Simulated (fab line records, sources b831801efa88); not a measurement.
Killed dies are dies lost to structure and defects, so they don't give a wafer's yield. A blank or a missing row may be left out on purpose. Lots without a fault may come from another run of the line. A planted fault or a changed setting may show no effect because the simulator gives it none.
Chamber matching | flow sfq_line | SFQ_TRILAYER_I0_CMP_CMP_028 on cmp-02: 4 sister chambers
The step polishes SiO2. 4 wafers are shown with their chamber, then 10 later ones without.

WAFERS WITH THEIR CHAMBER
wafer  | chamber | motor_current_A (A)
L726.4 | 3       | 8.9
L727.2 | 2       | 11.0
L728.3 | 0       | 10.2
L728.5 | 1       | 10.5

WAFERS WITHOUT THEIR CHAMBER
wafer  | motor_current_A (A)
L728.6 | 9.8
L729.2 | 9.3
L729.1 | 11.1
L729.5 | 8.8
L730.2 | 8.7
L730.3 | 10.6
L730.6 | 9.5
L731.1 | 10.3
L731.2 | 9.6
L731.4 | 10.1

WHICH CHAMBER EACH WENT THROUGH
wafer  | from the rows above          | in truth
L728.6 | can't be placed: 0 or 1 or 3 | 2
L729.2 | can't be placed: 3 or 0      | 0
L729.1 | can't be placed: 2 or 1      | 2
L729.5 | 3                            | 3
L730.2 | 3                            | 3
L730.3 | can't be placed: 1 or 0 or 2 | 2
L730.6 | can't be placed: 3 or 0 or 1 | 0
L731.1 | can't be placed: 0 or 1 or 2 | 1
L731.2 | can't be placed: 0 or 3 or 1 | 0
L731.4 | can't be placed: 0 or 1      | 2
Placed correctly: 2 of 10. Can't be placed from these rows: 8 (the true chamber is among the candidates in 6). Placed wrongly: 0.
How it was worked out, from the rows above alone: a wafer's distance from a chamber is the root of the sum, over the readings, of the square of ((its reading less the chamber's mean) divided by the reading's scatter). The wafer belongs to the nearest chamber; if the next one is less than 2 further off, it can't be placed. A chamber's mean is the mean of its shown wafers. The scatter: with one shown wafer a chamber, the root of the mean of the squares of how far each hidden wafer lies from its nearest shown one.
